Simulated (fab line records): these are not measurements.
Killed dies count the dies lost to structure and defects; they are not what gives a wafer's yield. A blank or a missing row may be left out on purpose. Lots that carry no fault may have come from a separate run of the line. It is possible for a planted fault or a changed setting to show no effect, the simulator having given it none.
A struck lot beside a sound one	flow gf180mcu	15 steps out of a route of 602
Sound: the wafers L417.1, L417.3, L417.4. Wafers struck: L410.1, L410.3, L410.5. The cause is given at the end.
Order at every step that has rows: each side's tool, ch and its chambers, its first start. Under that, the readings that differ: sound wafers	struck wafers	difference of the means	sigmas: that difference in standard deviations of wafers without a fault.
alike: readings with means less than 2 such deviations apart, plus words and numbers identical on both sides. not compared: withheld readings, readings lacking a value on some wafer, bounds such as >300 that could conceal the same value, and numbers that have no deviation in the record and whose values overlap.
A row with sigmas, a row that says differs or no value, or rows on one side alone: a step with any of these is where the two part. Numbers that have no deviation but don't overlap get no sigmas and don't part them. A reading missing from all wafers of one side parts the sides only when that side holds two or more wafers.

GF_VT_IMPLANT_OVL_MEAS_18:
  sound on overlay-01 at day 10 23:26; struck on overlay-02 at day 9 08:17
  alike: VT_IMPLANT_01_OVL
following that, these wafers have no rows for 1 step: GF_VT_IMPLANT_IMPLANT_19.
GF_VT_IMPLANT_STRIP_20: strips in O2/N2.
  sound on plasma asher-03 ch 0,1, day 10 23:37; struck on plasma asher-04 ch 1, day 9 08:28
reading	sound	struck	difference	sigmas
drypump motor current A (A)	5.2 5.2 5.2	6.6 6.6 6.6	+1.4	+2
  alike: heater power w, oes product au, strip time to endpoint s
  not compared: rf hours counter h
GF_VT_IMPLANT_TW_MEAS_21:
  sound on film metro-02 at day 10 23:43; struck on film metro-03 at day 9 08:34
  alike: VT_IMPLANT_2_TW
then, 7 steps without rows for these wafers: GF_VT_IMPLANT_DEHYDRATE_22 (time 60 s); GF_VT_IMPLANT_HMDS_23 (prime time 60 s); GF_VT_IMPLANT_COAT_24 (resist thk 1000 nm); GF_VT_IMPLANT_SOFTBAKE_25 (time 60 s); GF_VT_IMPLANT_EXPOSE_26 (exposes mask LVPWELL HV AREA, target cd 860 nm); GF_VT_IMPLANT_PEB_27; GF_VT_IMPLANT_DEVELOP_28 (develop time 60 s).
GF_VT_IMPLANT_OVL_MEAS_29:
  sound on overlay-01 at day 11 18:50; struck on overlay-01 at day 10 01:35
  alike: VT_IMPLANT_02_OVL
GF_VT_IMPLANT_IMPLANT_30:
  sound on implanter-02 ch 0, day 11 18:53; struck on implanter-03 ch 0, day 10 01:38
reading	sound	struck	difference	sigmas
dose ions cm2	2.5302e+12 2.5383e+12 2.5369e+12	2.4341e+12 2.438e+12 2.4349e+12	-9.9467e+10	-34
  alike: beam energy keV, beam on s
GF_VT_IMPLANT_STRIP_31: strips in O2/N2.
  sound on plasma asher-03 ch 0,1, day 11 19:02; struck on plasma asher-01 ch 0,1, day 10 01:47
  alike: drypump motor current A, heater power w, oes product au, strip time to endpoint s
  not compared: rf hours counter h
GF_PASSIVATION_PROBE_99:
  the record holds rows for the sound wafers here (prober-01, day 33 23:31) but none for the struck ones

== WHERE THEY PART ==
Last at GF_PASSIVATION_PROBE_99 as far as this record goes, first at GF_VT_IMPLANT_STRIP_20.

WHY: what had been put in by the simulator
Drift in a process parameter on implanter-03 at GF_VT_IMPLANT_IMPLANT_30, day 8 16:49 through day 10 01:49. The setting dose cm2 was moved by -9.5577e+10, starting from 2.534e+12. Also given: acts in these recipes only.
